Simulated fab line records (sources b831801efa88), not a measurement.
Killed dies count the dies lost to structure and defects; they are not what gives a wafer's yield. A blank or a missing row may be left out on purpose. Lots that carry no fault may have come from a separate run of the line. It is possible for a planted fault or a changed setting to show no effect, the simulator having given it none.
Comparing a struck lot with a sound one ; flow sky130 ; 38 steps out of a route of 708
Sound: the wafers L322.1, L322.2, L322.3. Wafers L335.1, L335.4, L335.5 were the ones struck. The cause is given at the end.
At each step with rows: each side's tool, then ch and its chambers, then its first start. Under that, the readings that differ: sound wafers ; struck wafers ; difference of the means ; sigmas: that difference in standard deviations of wafers without a fault.
alike: same words and numbers on both sides, and readings whose means sit less than 2 such deviations apart. not compared: any withheld reading, any reading some wafer has no value for, any bound like >300 that may hide the same value, and any number with overlapping values for which the record gives no deviation.
Wherever a step has rows on one side only, a row that says differs or no value, or a row with sigmas, the two part there. Numbers that don't overlap but have no deviation are shown without sigmas and don't part them. Lack of a reading on every wafer of one side parts them only where that side has two or more wafers.

first, 9 steps without rows for these wafers: SKY_VIA2_SPUTTER_20 (material TiN, target thk 20 nm, time 80 s); SKY_VIA2_CVD_21 (deposits W, target thk 420 nm, time 126.4 s); SKY_VIA2_CMP_24 (polishes, stops on SiO2, t overpolish 20 s, target thk 0 nm); SKY_METAL3_SPUTTER_00 (material Ti, target thk 15 nm, time 10 s); SKY_METAL3_SPUTTER_01 (material TiN, target thk 20 nm, time 16.7 s); SKY_METAL3_SPUTTER_02 (material AlCu, target thk 735 nm, time 39.1 s); SKY_METAL3_SPUTTER_03 (material Ti, target thk 5 nm, time 3.3 s); SKY_METAL3_SPUTTER_04 (material TiN, target thk 70 nm, time 58.3 s); SKY_CAPM_CVD_00 (deposits SiO2, target thk 15.5 nm).
SKY_CAPM_SPUTTER_02: material TiN, target thk 200 nm, time 166.7 s.
  struck on pvd sputter-03, day 41 15:25; sound on pvd sputter-03, day 37 17:16
reading;sound;struck;difference;sigmas
cathode dc power W (W);6502.0 6499.1 6497.6;5107.9 5109.2 5109.4;-1390.7;-99 or more
model.TiN_of_CAPM_SPUTTER_02.thk nm (nm);204 202.3 202.7;156.5 157.3 155.7;-46.5;
  alike: throttle valve pct
SKY_CAPM_RS_MEAS_03: measures by four-point-probe.
  struck on film metro-04, day 41 15:31; sound on film metro-02, day 37 17:22
reading;sound;struck;difference;sigmas
CAPM_TIN_RS (ohm/sq);6.78 6.83 6.82;8.91 8.86 8.94;+2.09;+30
SKY_CAPM_THK_MEAS_04: measures by xrf.
  struck on film metro-04, day 41 15:38; sound on film metro-02, day 37 17:29
reading;sound;struck;difference;sigmas
CAPM_TIN_THK (nm);206.1 203.8 204.9;156.1 157.4 155.4;-48.6;-22
then, 7 steps without rows for these wafers: SKY_CAPM_DEHYDRATE_05 (time 60 s); SKY_CAPM_HMDS_06 (prime time 60 s); SKY_CAPM_COAT_07 (resist thk 1140 nm); SKY_CAPM_SOFTBAKE_08 (time 60 s); SKY_CAPM_EXPOSE_09 (exposes mask CAPM, target cd 1000 nm); SKY_CAPM_PEB_10; SKY_CAPM_DEVELOP_11 (develop time 60 s).
SKY_CAPM_METAL_ETCH_13: etches TiN in Cl2/BCl3, stops on SiO2, target depth 220 nm, time 62.9 s.
  sound on rie metal-01 ch 0,1, day 38 18:50; struck on rie metal-04 ch 0,1, day 42 15:14
reading;sound;struck;difference;sigmas
oes product au (a.u.);0.954 0.946 0.946;0.813 0.821 0.817;-0.132;-19
throttle valve pct (%);21.889 21.894 21.910;21.990 21.982 21.993;+0.091;+9
  alike: drypump motor current A
  not compared: rf hours counter h
then, 16 steps without rows for these wafers: SKY_CAPM_STRIP_14 (strips in O2/N2); SKY_CAPM_STRIP_15 (strips in post etch residue remover, time 1200 s); SKY_CAPM_CLEAN_16 (cleans in IPA, time 180 s); SKY_CAPM_CLEAN_17 (cleans in O3/DIW); SKY_METAL3_DEHYDRATE_05 (time 60 s); SKY_METAL3_HMDS_06 (prime time 60 s); SKY_METAL3_COAT_07 (resist thk 60 nm); SKY_METAL3_COAT_08 (resist thk 1140 nm); SKY_METAL3_SOFTBAKE_09 (time 90 s); SKY_METAL3_EXPOSE_10 (exposes mask MM3, target cd 300 nm); SKY_METAL3_PEB_11; SKY_METAL3_DEVELOP_12 (develop time 60 s); SKY_METAL3_DESCUM_15 (chemistry O2, time 8 s); SKY_METAL3_ETCH_16 (etches BARC in N2/H2, stops on SiO2, time 88.2 s, target depth 60 nm); SKY_METAL3_ETCH_17 (etches SiO2 in C4F8/O2/Ar, stops on TiN, time 3.9 s, target depth 15 nm); SKY_METAL3_METAL_ETCH_18 (etches the open film in Cl2/BCl3, stops on SiO2, target depth 845 nm, time 183.1 s).
SKY_METAL3_STRIP_20: strips in post etch residue remover, time 1200 s.
  sound on wet bench-04 ch 0, day 39 19:53; struck on wet bench-04 ch 0, day 43 15:08
reading;sound;struck;difference;sigmas
model.TiN_of_CAPM_SPUTTER_02.thk nm (nm);203.2 201.5 201.9;155.7 156.4 154.9;-46.5;
  alike: temp c
-- the record jumps here: 6 days lie between the struck wafers' starts before and after (it left off in module METAL3 and takes up again in module PAD_OPEN, whose first step shown is number 708 of the route) --
SKY_PAD_OPEN_PROBE_99:
  struck on prober-01, day 50 00:28; sound on prober-01, day 46 19:59
reading;sound;struck;difference;sigmas
model.etest.cap mim.plate ohm sq;5.935 5.945 5.947;7.671 7.626 7.648;+1.706;
model.etest.cap mim.bv v (V);13.54 13.95 13.82;12.26 12.89 13;-1.05;
model.etest.cap mim.leak log10 a cm2;-8.922 -9.166 -9.03;-8.392 -8.514 -8.605;+0.536;
  alike: defect limited yield, killed_at_M0_to_M3, killed_at_M4_up, killed at contacts, killed at front end, killed at other, killed dies, killed on rim, killed open, killed short, sort_bin_3_pad_short, sort_bin_5_function, sort_bin_6_memory, sort n pass, sort yield pct

== WHERE THEY PART ==
First at SKY_CAPM_SPUTTER_02; last, within this record, at SKY_CAPM_METAL_ETCH_13. Later steps at which nothing parts them and some readings are alike: SKY_METAL3_STRIP_20, SKY_PAD_OPEN_PROBE_99.

WHY: the cause the simulator had injected
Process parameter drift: pvd sputter-03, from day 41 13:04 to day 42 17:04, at SKY_CAPM_SPUTTER_02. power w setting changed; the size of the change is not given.
